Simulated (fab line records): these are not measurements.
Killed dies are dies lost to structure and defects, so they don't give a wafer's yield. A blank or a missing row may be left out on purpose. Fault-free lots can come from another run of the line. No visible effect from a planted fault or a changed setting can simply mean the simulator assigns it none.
A struck lot beside a sound one	flow gf180mcu	30 out of 602 route steps
Sound: the wafers L412.1, L412.2, L412.4. Struck: wafer L421.2 (L421.3, L421.5, from the same lot, were not struck and are left out); the cause is given at the end.
Order at every step that has rows: each side's tool, ch and its chambers, its first start. Under that, the readings that differ: sound wafers	struck wafers	difference of the means	sigmas: that difference in standard deviations of wafers without a fault.
alike: readings whose means differ by less than 2 such deviations, and words and numbers that are the same on both sides. not compared: withheld readings, readings that some wafer has no value for, bounds like >300 that may hide the same value, and numbers for which the record gives no deviation and whose values overlap.
The two part at a step that has a row with sigmas, a row that says differs or no value, or rows on one side only. Numbers that don't overlap but have no deviation are shown without sigmas and don't part them. A reading missing from all wafers of one side parts the sides only when that side holds two or more wafers.

first, 3 steps without rows for these wafers: GF_PSD_EXPOSE_04 (exposes mask Pplus, target cd 400 nm); GF_PSD_PEB_05; GF_PSD_DEVELOP_06 (develop time 60 s).
GF_PSD_CD_MEAS_07 targets a cd of 400 nm.
  sound: cd sem-02 at day 14 09:57; struck: cd sem-02 at day 17 10:47
  alike: cd nm
GF_PSD_OVL_MEAS_08:
  sound: overlay-01 at day 14 10:04; struck: overlay-02 at day 17 10:54
  alike: PSD_OVL
next, for these wafers, 1 step has no rows: GF_PSD_IMPLANT_09.
GF_PSD_STRIP_10: strips in O2/N2.
  sound on plasma asher-02 ch 0,1, day 14 10:16; struck on plasma asher-02 ch 0, day 17 11:05
  alike: drypump motor current A, heater power w, o2 flow sccm, oes product au, strip time to endpoint s
  not compared: rf hours counter h
GF_PSD_TW_MEAS_11:
  sound: film metro-04 at day 14 10:22; struck: film metro-04 at day 17 11:14
  alike: PSD_TW
then, 1 step without rows for these wafers: GF_PSD_CLEAN_12 (cleans in SC1/SC2, time 150 s).
GF_PSD_RTA_13: time 20 s.
  sound on rtp anneal-02 ch 0, day 14 10:28; struck on rtp anneal-02 ch 0, day 17 11:21
  alike: lamp power pct, wafer_temp_C_max
GF_PSD_RS_MEAS_14: measurement is done with a four-point probe.
  sound: film metro-02 at day 14 10:34; struck: film metro-04 at day 17 11:28
  alike: NSD_RS
GF_PSD_RS_MEAS_15: measurement is done with a four-point probe.
  sound: film metro-02 at day 14 10:41; struck: film metro-04 at day 17 11:35
  alike: PSD_RS
GF_SAB_CVD_00: deposits SiO2 from TEOS, target thk 50 nm, time 4.9302 s.
  sound on pecvd-04 ch 0,1, day 14 10:49; struck on pecvd-04 ch 0, day 17 11:41
reading	sound	struck	difference	sigmas
model.SiO2_of_SAB_CVD_00.thk nm (nm)	49.58 50.2 49.74	64.54	+14.70	
  alike: heater power w
GF_SAB_THK_MEAS_01:
  sound: film metro-01 at day 14 10:49; struck: film metro-03 at day 17 11:43
reading	sound	struck	difference	sigmas
SAB_CVD_00_THK (nm)	49.6 50.2 49.8	64.5	+14.6	+21
then, 7 steps without rows for these wafers: GF_SAB_DEHYDRATE_02 (time 60 s); GF_SAB_HMDS_03 (prime time 60 s); GF_SAB_COAT_04 (resist thk 1000 nm); GF_SAB_SOFTBAKE_05 (time 60 s); GF_SAB_EXPOSE_06 (exposes mask SAB, target cd 420 nm); GF_SAB_PEB_07; GF_SAB_DEVELOP_08 (develop time 60 s).
GF_SAB_CD_MEAS_09 targets a cd of 420 nm.
  sound: cd sem-02 at day 15 07:27; struck: cd sem-01 at day 18 10:19
  alike: cd nm
GF_SAB_OVL_MEAS_10:
  sound: overlay-01 at day 15 07:34; struck: overlay-01 at day 18 10:26
  alike: SAB_OVL
GF_SAB_ETCH_11: etches SiO2 in C4F8/O2/Ar, target depth 55 nm, time 8.5 s.
  sound on rie diel-01 ch 0,2,3, day 15 07:37; struck on rie diel-01 ch 0, day 18 10:28
  alike: oes product au
  not compared: rf hours counter h
then, 1 step without rows for these wafers: GF_SAB_WET_ETCH_12 (etches SiO2 in dHF, target depth 22 nm, time 440 s).
GF_SAB_STRIP_13: strips in O2/N2.
  sound on plasma asher-04 ch 0,1, day 15 07:46; struck on plasma asher-04 ch 1, day 18 10:37
  alike: drypump motor current A, heater power w, o2 flow sccm, oes product au, strip time to endpoint s
  not compared: rf hours counter h
then, 1 step without rows for these wafers: GF_SALICIDE_CLEAN_00 (cleans in SC1/SC2, time 150 s).
GF_SALICIDE_WET_ETCH_01: etches SiO2 in dHF, target depth 5 nm, time 100 s.
  sound on wet bench-02 ch 0, day 15 07:58; struck on wet bench-02 ch 0, day 18 10:46
reading	sound	struck	difference	sigmas
model.SiO2_of_SAB_CVD_00.thk nm (nm)	38.87 39.48 39.05	53.83	+14.70	
GF_SALICIDE_SPUTTER_02: material Co, target thk 10 nm, time 20 s.
  sound: pvd sputter-04 at day 15 08:00; struck: pvd sputter-04 at day 18 10:48
  alike: throttle valve pct
GF_PASSIVATION_PROBE_99:
  the record holds rows for the sound wafers here (prober-01, day 29 07:25) but none for the struck ones

## WHERE THEY PART
At GF_SAB_THK_MEAS_01 first; at GF_PASSIVATION_PROBE_99 last (within this record only).

WHY: the cause the simulator had injected
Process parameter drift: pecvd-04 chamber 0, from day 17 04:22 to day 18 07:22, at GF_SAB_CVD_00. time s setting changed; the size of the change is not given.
